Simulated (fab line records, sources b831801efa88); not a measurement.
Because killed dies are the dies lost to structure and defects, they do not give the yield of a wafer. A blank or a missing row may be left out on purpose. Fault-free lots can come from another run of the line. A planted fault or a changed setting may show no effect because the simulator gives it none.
fab line records    flow sky130
record lots=7  wafers=21  last_day=50
route steps=708 shown CAP2M@604 PAD_OPEN@708
lots untouched by any fault: they come from a run of this same line in which no faults occurred
start_h: hours from the record's first day to the start of the lot's first wafer shown    wait_h: how many hours have passed since the lot's step before this one    " unchanged from the row above    L1.1+2: a row that stands for several wafers    - no value, or no start given    * or withheld: withheld    < > ~ a bound
route shown NAME@n: names a module that has steps shown in the file, with the first one's number in the route    usual: the fault-free wafers' mean and standard deviation    same: alike in all rows    chamber/n: place in a boat    sites: per-site readings    _std_site: the standard deviation of these    _edge_site: mean of outer sites minus mean of inner sites    radius_mm: for every site, how far away it sits from the centre of the wafer    mask NAME#n: copy n    behind: tool/chamber where the wafer was last shaped    hold: what put the lot on hold/how long, in hours/how the hold closed    device: which transistor (n, p or np) failed to switch    end of line: at the end of the route, the tests of the same wafers    a step given without rows: its recipe and nothing more    killed: dies that structure and defects cost at the first sort, which is not the same as the wafer's yield    map: dies across one wafer; x = killed, . = not, _ = none there
set.NAME: the setting that was run; set.NAME@STEP: the one run at that earlier step    model.NAME: the simulator's own value behind a step, which no gauge read
a table for each step, a row for each wafer; lots at some steps of the route
services: a tool's chamber out of use, with start hour (start_h, from the record's first day; less than 0 if before it), hours out, and reason
## steps
# step SKY_CAP2M_THK_MEAS_01
# recipe reads=SiO2_of_CAP2M_CVD_00
# usual CAP2M_CVD_00_THK=15.45/0.2
lot.wafer  tool           chamber  start_h  wait_h  CAP2M_CVD_00_THK[nm]
L872.1     film_metro-03  -        967.96   -       15.46
L872.2     "              -        "        "       15.38
L872.5     "              -        "        "       15.77
L875.1     film_metro-04  -        999.23   -       15.53
L875.3     "              -        "        "       15.22
L875.6     "              -        "        "       15.81
L877.2     film_metro-01  -        1012.78  -       15.19
L877.5     "              -        "        "       15.62
L877.6     "              -        "        "       15.61
L879.1     film_metro-01  -        1040.73  -       15.28
L879.3     "              -        "        "       15.23
L879.6     "              -        "        "       15.31
L883.1     film_metro-01  -        1043.63  -       15.51
L883.3     "              -        "        "       15.48
L883.4     "              -        "        "       15.62
L884.1     film_metro-04  -        1047.41  -       15.38
L884.2     "              -        "        "       15.16
L884.3     "              -        "        "       15.20
L889.1     film_metro-01  -        1077.72  -       15.35
L889.3     "              -        "        "       15.37
L889.6     "              -        "        "       15.59
# step SKY_CAP2M_SPUTTER_02
# recipe material=TiN  target_thk_nm=200  temp_c=300  power_w=6500  time_s=166.7  chamber_pressure_pa=0.4
# usual throttle_valve_pct=30.1/0.98
# same time_s=166.7
lot.wafer  tool            chamber  start_h  wait_h  throttle_valve_pct
L872.1     pvd_sputter-04  -        968.02   0.1     29.6
L872.2     "               -        "        "       29.5
L872.5     "               -        "        "       29.1
L875.1     pvd_sputter-02  -        999.29   0.1     28.3
L875.3     "               -        "        "       30.1
L875.6     "               -        "        "       28.5
L877.2     pvd_sputter-01  -        1012.83  0.0     31.2
L877.5     "               -        "        "       30.2
L877.6     "               -        "        "       29.6
L879.1     pvd_sputter-02  -        1040.79  0.1     30.4
L879.3     "               -        "        "       30.1
L879.6     "               -        "        "       30.0
L883.1     pvd_sputter-01  -        1043.69  0.1     30.1
L883.3     "               -        "        "       29.8
L883.4     "               -        "        "       30.9
L884.1     pvd_sputter-01  -        1047.47  0.1     30.5
L884.2     "               -        "        "       30.9
L884.3     "               -        "        "       29.4
L889.1     pvd_sputter-01  -        1077.78  0.1     30.9
L889.3     "               -        "        "       31.2
L889.6     "               -        "        "       31.4
# step SKY_CAP2M_RS_MEAS_03
# recipe thk_meas_gauge=four-point-probe  reads=TiN_of_CAP2M_SPUTTER_02
# usual CAP2M_TIN_RS=6.91/0.062
lot.wafer  tool           chamber  start_h  wait_h  CAP2M_TIN_RS[ohm/sq]
L872.1     film_metro-04  -        968.13   0.1     6.83
L872.2     "              -        "        "       6.91
L872.5     "              -        "        "       6.94
L875.1     film_metro-03  -        999.40   0.1     6.93
L875.3     "              -        "        "       6.91
L875.6     "              -        "        "       6.94
L877.2     film_metro-03  -        1012.96  0.1     6.80
L877.5     "              -        "        "       6.78
L877.6     "              -        "        "       6.78
L879.1     film_metro-04  -        1040.90  0.1     6.97
L879.3     "              -        "        "       7.04
L879.6     "              -        "        "       7.00
L883.1     film_metro-04  -        1043.79  0.1     6.81
L883.3     "              -        "        "       6.79
L883.4     "              -        "        "       6.85
L884.1     film_metro-03  -        1047.58  0.1     6.83
L884.2     "              -        "        "       6.92
L884.3     "              -        "        "       6.88
L889.1     film_metro-03  -        1077.89  0.1     6.95
L889.3     "              -        "        "       6.93
L889.6     "              -        "        "       6.94
# step SKY_CAP2M_THK_MEAS_04
# recipe thk_meas_gauge=xrf  reads=TiN_of_CAP2M_SPUTTER_02
# usual CAP2M_TIN_THK=198.0/2
lot.wafer  tool           chamber  start_h  wait_h  CAP2M_TIN_THK[nm]
L872.1     film_metro-04  -        968.25   0.1     199.7
L872.2     "              -        "        "       197.0
L872.5     "              -        "        "       196.0
L875.1     film_metro-03  -        999.52   0.1     198.3
L875.3     "              -        "        "       199.1
L875.6     "              -        "        "       197.9
L877.2     film_metro-03  -        1013.07  0.1     200.8
L877.5     "              -        "        "       201.2
L877.6     "              -        "        "       201.5
L879.1     film_metro-04  -        1041.02  0.1     195.7
L879.3     "              -        "        "       193.5
L879.6     "              -        "        "       195.6
L883.1     film_metro-04  -        1043.91  0.1     199.2
L883.3     "              -        "        "       200.5
L883.4     "              -        "        "       198.5
L884.1     film_metro-03  -        1047.70  0.1     199.5
L884.2     "              -        "        "       196.7
L884.3     "              -        "        "       197.5
L889.1     film_metro-03  -        1078.01  0.1     196.9
L889.3     "              -        "        "       197.7
L889.6     "              -        "        "       196.9
# step SKY_CAP2M_DEHYDRATE_05
# recipe temp_c=200  time_s=60
# step SKY_CAP2M_HMDS_06
# recipe prime_time_s=60  prime_temp_c=120
# step SKY_CAP2M_COAT_07
# recipe resist=NOVOLAK  spin_rpm=3000  resist_thk_nm=1140
# step SKY_CAP2M_SOFTBAKE_08
# recipe temp_c=90  time_s=60  resist=NOVOLAK
# step SKY_CAP2M_EXPOSE_09
# recipe mask_id=CAP2M  na=0.6  source_shape=conventional  sigma_outer=0.6  polarization=unpolarized  target_cd_nm=1000  dose_mj=159
# step SKY_CAP2M_PEB_10
# recipe temp_c=withheld  time_s=*  resist=NOVOLAK
# step SKY_CAP2M_DEVELOP_11
# recipe resist=NOVOLAK  developer=TMAH  develop_time_s=60  dev_temp_c=23
# step SKY_CAP2M_OVL_MEAS_12
# usual CAP2M_OVL=-0.4/1.3
lot.wafer  tool        chamber  start_h  wait_h  CAP2M_OVL[nm]
L872.1     overlay-02  -        991.12   0.1     -0.1
L872.2     "           -        "        "       -1.3
L872.5     "           -        "        "       -0.6
L875.1     overlay-02  -        1022.03  0.1     1.3
L875.3     "           -        "        "       3.3
L875.6     "           -        "        "       0.4
L877.2     overlay-01  -        1035.24  0.1     -1.2
L877.5     "           -        "        "       -1.1
L877.6     "           -        "        "       0.0
L879.1     overlay-01  -        1062.47  0.1     -1.3
L879.3     "           -        "        "       -0.1
L879.6     "           -        "        "       -0.1
L883.1     overlay-01  -        1064.83  0.1     -2.3
L883.3     "           -        "        "       -0.7
L883.4     "           -        "        "       -1.6
L884.1     overlay-02  -        1068.73  0.1     -0.8
L884.2     "           -        "        "       0.5
L884.3     "           -        "        "       0.7
L889.1     overlay-02  -        1097.77  0.1     -1.0
L889.3     "           -        "        "       0.5
L889.6     "           -        "        "       -0.1
# step SKY_CAP2M_METAL_ETCH_13
# recipe target_depth_nm=220  stop_on=SiO2  chemistry=Cl2/BCl3  target=TiN  pressure_mtorr=10  icp_w=900  bias_w=48.5  Cl2_flow_sccm=60  bcl3_flow_sccm=30  time_s=62.9
# usual bcl3_flow_sccm=30.00/0.086  bias_w=48.53/0.14  drypump_motor_current_A=5.8/0.33  oes_product_au=0.940/0.0064  rf_fwd_power_W=893/4.2  throttle_valve_pct=21.901/0.0097  time_s=62.9/0
lot.wafer  tool          chamber  start_h  wait_h  bcl3_flow_sccm  bias_w  drypump_motor_current_A  oes_product_au  rf_fwd_power_W  rf_hours_counter_h  throttle_valve_pct  time_s  model.NOVOLAK_of_CAP2M_COAT_07.thk_nm
L872.1     rie_metal-02  1        991.16   0.0     29.91           48.57   6.0                      0.943           895             8                   21.904              62.9    987.2
L872.2     "             0        "        "       30.07           48.61   5.6                      0.945           893             21                  21.907              62.9    985.4
L872.5     "             1        "        "       29.95           48.41   6.0                      0.937           898             -                   21.911              62.9    987.9
L875.1     rie_metal-02  0        1022.07  0.0     29.95           48.17   5.6                      0.941           888             23                  21.904              62.9    995.8
L875.3     "             0        "        "       29.83           48.40   5.6                      0.945           887             -                   21.890              62.9    995.7
L875.6     "             1        "        "       29.95           48.77   6.0                      0.939           896             -                   21.907              62.9    994.7
L877.2     rie_metal-04  0        1035.27  0.0     29.85           48.54   5.1                      0.948           885             15                  21.897              62.9    992.2
L877.5     "             0        "        "       29.98           48.44   5.1                      0.953           887             -                   21.899              62.9    994.6
L877.6     "             1        "        "       29.75           48.67   5.3                      0.953           883             -                   21.906              62.9    988.3
L879.1     rie_metal-02  1        1062.51  0.0     -               -       -                        -               -               -                   -                   -       1138
L879.3     "             1        "        "       -               -       -                        -               -               -                   -                   -       1137
L879.6     "             1        "        "       -               -       -                        -               -               -                   -                   -       1135
L883.1     rie_metal-02  1        1064.87  0.0     -               -       -                        -               -               -                   -                   -       1151
L883.3     "             1        "        "       -               -       -                        -               -               -                   -                   -       1145
L883.4     "             1        "        "       -               -       -                        -               -               -                   -                   -       1144
L884.1     rie_metal-02  1        1068.77  0.0     -               -       -                        -               -               -                   -                   -       1143
L884.2     "             1        "        "       -               -       -                        -               -               -                   -                   -       1138
L884.3     "             1        "        "       -               -       -                        -               -               -                   -                   -       1137
L889.1     rie_metal-04  0        1097.81  0.0     30.05           48.36   5.1                      0.937           888             20                  21.905              62.9    986.2
L889.3     "             1        "        "       30.01           48.37   5.2                      0.942           884             -                   21.897              62.9    988.9
L889.6     "             0        "        "       30.00           48.35   5.1                      0.943           894             -                   21.912              62.9    990.8
# step SKY_CAP2M_STRIP_14
# recipe chemistry=O2/N2  power_w=1400  pressure_mtorr=1500  platen_temp_c=withheld  o2_flow_sccm=3000  n2_flow_sccm=300  overash_fraction=0.5
# usual drypump_motor_current_A=5.7/0.36  oes_product_au=0.710/0.0047  strip_time_to_endpoint_s=12.68/0.045
lot.wafer  tool             chamber  start_h  wait_h  drypump_motor_current_A  oes_product_au  rf_hours_counter_h  strip_time_to_endpoint_s
L872.1     plasma_asher-03  0        991.23   0.1     4.9                      0.709           115                 12.58
L872.2     "                1        "        "       5.8                      0.710           115                 12.58
L872.5     "                1        "        "       5.8                      0.712           -                   12.59
L875.1     plasma_asher-03  1        1022.14  0.1     5.8                      0.713           118                 12.69
L875.3     "                1        "        "       5.8                      0.710           -                   12.69
L875.6     "                0        "        "       4.9                      0.712           -                   12.68
L877.2     plasma_asher-01  0        1035.34  0.1     5.9                      0.707           29                  12.63
L877.5     "                1        "        "       5.9                      0.713           -                   12.67
L877.6     "                0        "        "       5.9                      0.709           -                   12.59
L879.1     plasma_asher-04  1        1062.66  0.1     6.0                      0.716           63                  14.14
L879.3     "                1        "        "       6.0                      0.714           -                   14.15
L879.6     "                1        "        "       6.0                      0.710           -                   14.13
L883.1     plasma_asher-01  1        1065.02  0.1     5.9                      0.720           33                  14.27
L883.3     "                0        "        "       5.8                      0.724           -                   14.25
L883.4     "                1        "        "       5.9                      0.721           -                   14.24
L884.1     plasma_asher-03  1        1068.92  0.1     5.8                      0.721           0                   14.22
L884.2     "                0        "        "       4.9                      0.716           0                   14.15
L884.3     "                0        "        "       4.9                      0.716           -                   14.14
L889.1     plasma_asher-04  0        1097.89  0.1     5.8                      0.706           66                  12.57
L889.3     "                0        "        "       5.8                      0.708           -                   12.61
L889.6     "                0        "        "       5.8                      0.705           -                   12.64
# step SKY_CAP2M_STRIP_15
# recipe chemistry=post_etch_residue_remover  time_s=1200  temp_c=72.5
# step SKY_PAD_OPEN_PROBE_99
# usual defect_limited_yield=82.4/2.2  killed_at_M0_to_M3=44/7.7  killed_at_M4_up=3.2/1.7  killed_at_contacts=24/5.3  killed_at_front_end=15/4.3  killed_at_other=0.3/0.57  killed_dies=87/11  killed_on_rim=17/3.8  killed_open=47/7.4  killed_short=40/6.5  sort_bin_3_pad_short=0.8/0.4  sort_bin_5_function=10.5/1.6  sort_bin_6_memory=6.3/1.2  sort_n_pass=405/11  sort_yield_pct=82.4/2.2
# same gross_dies=492  killed_at_back_side=0  sort_bin_4_leakage[%]=0  sort_bin_8_speed[%]=0
lot.wafer  tool       chamber  start_h  wait_h  defect_limited_yield[%]  killed_at_M0_to_M3  killed_at_M4_up  killed_at_contacts  killed_at_front_end  killed_at_other  killed_dies  killed_on_rim  killed_open  killed_short  sort_bin_3_pad_short[%]  sort_bin_5_function[%]  sort_bin_6_memory[%]  sort_n_pass  sort_yield_pct[%]
L875.1     prober-01  -        1133.60  0.1     83.9                     45                  5                18                  11                   0                79           13             39           40            1.0                      10.4                    4.7                   413          83.9
L875.3     prober-01  -        1133.70  0.2     81.1                     52                  5                24                  12                   0                93           14             52           41            0.4                      11.0                    7.5                   399          81.1
L875.6     prober-01  -        1133.85  0.2     84.1                     45                  5                20                  8                    0                78           18             44           33            0.2                      10.0                    5.7                   414          84.1
L879.1     prober-02  -        1167.89  0.1     0                        41                  2                26                  12                   411              492          96             45           36            0.6                      94.3                    5.1                   0            0
L879.3     prober-02  -        1167.99  0.2     0                        41                  1                20                  19                   411              492          96             43           39            1.2                      92.7                    6.1                   0            0
L879.6     prober-02  -        1168.14  0.2     0                        42                  1                22                  14                   413              492          96             49           32            0.6                      93.9                    5.5                   0            0
L883.1     prober-01  -        1169.55  0.1     0                        50                  4                33                  14                   391              492          96             57           44            1.0                      91.9                    7.1                   0            0
L883.3     prober-01  -        1169.65  0.2     0                        53                  5                18                  12                   404              492          96             46           42            1.0                      92.3                    6.7                   0            0
L883.4     prober-01  -        1169.70  0.2     0                        45                  3                22                  15                   407              492          96             49           36            1.6                      92.5                    5.9                   0            0
L884.1     prober-02  -        1172.10  0.1     0                        54                  3                18                  13                   404              492          96             46           43            0.2                      91.1                    8.7                   0            0
L884.2     prober-02  -        1172.15  0.1     0                        39                  7                21                  20                   405              492          96             44           43            1.0                      92.5                    6.5                   0            0
L884.3     prober-02  -        1172.20  0.2     0                        55                  3                22                  16                   396              492          96             53           43            0.2                      92.1                    7.7                   0            0
# killed by level:class
L875.1 VIA1:geometric_particle:short=8 VIA1:geometric_particle:open=8 LI_CONTACT:geometric_particle:open=6 VIA2:geometric_particle:open=6 CONTACT:geometric_particle:open=4 LI_CONTACT:geometric_particle:short=4 VIA2:geometric_particle:short=4 VIA3:geometric_particle:open=4
L875.3 VIA2:geometric_particle:open=10 CONTACT:geometric_particle:open=9 VIA1:geometric_particle:open=9 METAL1:geometric_particle:short=8 METAL2:geometric_particle:short=7 LI_CONTACT:geometric_particle:open=6 POLY_GATE:geometric_particle:short=4 CONTACT:geometric_particle:short=4
L875.6 VIA1:geometric_particle:open=14 VIA3:geometric_particle:open=9 METAL2:geometric_particle:short=6 LI_CONTACT:geometric_particle:open=5 METAL1:geometric_particle:short=5 CONTACT:geometric_particle:open=5 VIA2:geometric_particle:open=5 CONTACT:geometric_particle:short=4
L879.1 CAP2M:area_etch=411 VIA1:geometric_particle:open=12 CONTACT:geometric_particle:open=7 CONTACT:geometric_particle:short=7 METAL2:geometric_particle:short=5 FIELD_ISO:geometric_particle:open=4 POLY_GATE:geometric_particle:open=4 LI_CONTACT:geometric_particle:open=4
L879.3 CAP2M:area_etch=410 VIA1:geometric_particle:open=10 VIA2:geometric_particle:open=8 LI_CONTACT:geometric_particle:open=6 CONTACT:geometric_particle:open=6 POLY_GATE:geometric_particle:short=5 CONTACT:geometric_particle:short=5 VIA3:geometric_particle:open=5
L879.6 CAP2M:area_etch=411 VIA1:geometric_particle:open=11 LI_CONTACT:geometric_particle:open=9 VIA2:geometric_particle:open=9 CONTACT:geometric_particle:open=8 FIELD_ISO:geometric_particle:open=5 VIA1:geometric_particle:short=5 FIELD_ISO:geometric_particle:short=4
L883.1 CAP2M:area_etch=391 VIA1:geometric_particle:open=15 LI_CONTACT:geometric_particle:open=12 CONTACT:geometric_particle:open=10 METAL1:geometric_particle:short=9 VIA2:geometric_particle:open=6 FIELD_ISO:geometric_particle:short=4 POLY_GATE:geometric_particle:open=4
L883.3 CAP2M:area_etch=403 VIA1:geometric_particle:open=15 CONTACT:geometric_particle:short=8 VIA2:geometric_particle:open=7 VIA3:geometric_particle:open=6 METAL1:geometric_particle:short=6 LI_CONTACT:geometric_particle:open=5 METAL2:geometric_particle:short=5
L883.4 CAP2M:area_etch=407 LI_CONTACT:geometric_particle:open=12 VIA1:geometric_particle:open=11 VIA2:geometric_particle:open=6 CONTACT:geometric_particle:open=5 METAL2:geometric_particle:short=5 FIELD_ISO:geometric_particle:short=4 FIELD_ISO:geometric_particle:open=4
L884.1 CAP2M:area_etch=403 VIA1:geometric_particle:open=16 METAL2:geometric_particle:short=8 VIA2:geometric_particle:open=8 VIA3:geometric_particle:short=6 LI_CONTACT:geometric_particle:open=5 LI_CONTACT:geometric_particle:short=4 CONTACT:geometric_particle:open=4
L884.2 CAP2M:area_etch=405 VIA1:geometric_particle:open=10 CONTACT:geometric_particle:open=7 FIELD_ISO:geometric_particle:open=6 METAL4:geometric_particle:short=6 FIELD_ISO:geometric_particle:short=5 POLY_GATE:geometric_particle:open=5 CONTACT:geometric_particle:short=5
L884.3 CAP2M:area_etch=396 VIA1:geometric_particle:open=12 LOCAL_INTERCONNECT:geometric_particle:short=8 VIA2:geometric_particle:open=8 METAL1:geometric_particle:short=7 VIA3:geometric_particle:open=7 VIA1:geometric_particle:short=6 LI_CONTACT:geometric_particle:open=5
# map L879.1 (x killed, . not)
__________xxxxxxxxxx_________
________xxxxxxxxxxxxxx_______
______xxxxxxxxxxxxxxxxxx_____
_____xxxxxxxxxxxxxxxxxxxx____
____xxxxxxxxxxxxxxxxxxxxxx___
___xxxxxxxxxxxxxxxxxxxxxxxx__
__xxxxxxxxxxxxxxxxxxxxxxxxxx_
_xxxxxxxxxxxxxxxxxxxxxxxxxxxx
_xxxxxxxxxxxxxxxxxxxxxxxxxxxx
_xxxxxxxxxxxxxxxxxxxxxxxxxxxx
_xxxxxxxxxxxxxxxxxxxxxxxxxxxx
_xxxxxxxxxxxxxxxxxxxxxxxxxxxx
_xxxxxxxxxxxxxxxxxxxxxxxxxxxx
_xxxxxxxxxxxxxxxxxxxxxxxxxxxx
_xxxxxxxxxxxxxxxxxxxxxxxxxxxx
__xxxxxxxxxxxxxxxxxxxxxxxxxx_
___xxxxxxxxxxxxxxxxxxxxxxxx__
____xxxxxxxxxxxxxxxxxxxxxx___
_____xxxxxxxxxxxxxxxxxxxx____
______xxxxxxxxxxxxxxxxxx_____
________xxxxxxxxxxxxxx_______
__________xxxxxxxxxx_________
# map L883.1 (x killed, . not)
__________xxxxxxxxxx_________
________xxxxxxxxxxxxxx_______
______xxxxxxxxxxxxxxxxxx_____
_____xxxxxxxxxxxxxxxxxxxx____
____xxxxxxxxxxxxxxxxxxxxxx___
___xxxxxxxxxxxxxxxxxxxxxxxx__
__xxxxxxxxxxxxxxxxxxxxxxxxxx_
_xxxxxxxxxxxxxxxxxxxxxxxxxxxx
_xxxxxxxxxxxxxxxxxxxxxxxxxxxx
_xxxxxxxxxxxxxxxxxxxxxxxxxxxx
_xxxxxxxxxxxxxxxxxxxxxxxxxxxx
_xxxxxxxxxxxxxxxxxxxxxxxxxxxx
_xxxxxxxxxxxxxxxxxxxxxxxxxxxx
_xxxxxxxxxxxxxxxxxxxxxxxxxxxx
_xxxxxxxxxxxxxxxxxxxxxxxxxxxx
__xxxxxxxxxxxxxxxxxxxxxxxxxx_
___xxxxxxxxxxxxxxxxxxxxxxxx__
____xxxxxxxxxxxxxxxxxxxxxx___
_____xxxxxxxxxxxxxxxxxxxx____
______xxxxxxxxxxxxxxxxxx_____
________xxxxxxxxxxxxxx_______
__________xxxxxxxxxx_________
## services
tool             chamber  start_h  hours  kind
pvd_sputter-02   -        945.25   1.4    repair
plasma_asher-04  -        951.16   5.2    repair
pvd_sputter-01   -        951.27   4.6    repair
pvd_sputter-02   -        954.11   7.1    repair
plasma_asher-04  -        957.84   2.2    repair
pvd_sputter-01   3        967.58   -      consumable_replace:kit
pvd_sputter-01   3        967.58   18.0   scheduled_down
pvd_sputter-01   3        967.58   18.0   vent_cycle
pvd_sputter-04   -        1010.93  0.6    repair
pvd_sputter-01   -        1011.51  0.9    repair
pvd_sputter-01   -        1013.53  1.3    repair
plasma_asher-01  -        1020.73  2.8    pm
plasma_asher-04  -        1030.86  0.5    repair
plasma_asher-04  -        1037.45  2.8    pm
rie_metal-02     0        1037.48  9.4    repair
plasma_asher-03  -        1055.25  9.0    pm
plasma_asher-03  0        1055.25  9.0    vent_cycle
rie_metal-02     0        1062.00  -      clean
rie_metal-02     0        1062.00  19.8   scheduled_down
rie_metal-02     0        1062.00  19.8   vent_cycle
pvd_sputter-01   2        1064.49  -      consumable_replace:kit
pvd_sputter-01   2        1064.49  18.0   scheduled_down
pvd_sputter-01   2        1064.49  18.0   vent_cycle
plasma_asher-01  -        1070.76  2.4    repair
## key
first_sign step=SKY_CAP2M_METAL_ETCH_13  reading=tool_record  direction=missing
effect step=SKY_CAP2M_STRIP_14  reading=strip_time_to_endpoint_s  direction=up  sigmas=34  usual=*  struck=*
effect step=SKY_PAD_OPEN_PROBE_99  reading=killed_at_other  direction=up  sigmas=99+  usual=0.3  struck=404.7
model_effect step=SKY_CAP2M_METAL_ETCH_13  value=NOVOLAK_of_CAP2M_COAT_07.thk_nm  without=994  struck=1141
more_kills_born_at SKY_CAP2M_METAL_ETCH_13@rie_metal-02=3637
met_at SKY_CAP2M_METAL_ETCH_13
struck_wafers L879.1,L879.3,L879.6,L883.1,L883.3,L883.4,L884.1,L884.2,L884.3
later_rows_left_out L879.1,L879.3,L879.6,L883.1,L883.3,L883.4,L884.1,L884.2,L884.3
onset_between 1022.07 1062.51
fault kind=skipped_step_whole  tool=rie_metal-02  chamber=-  onset_h=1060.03  steps=SKY_CAP2M_METAL_ETCH_13  scope=struck_lots_only
# later_rows_left_out: the simulator's readings of these wafers behind a module that went badly wrong aren't trusted and aren't shown, but for the sort
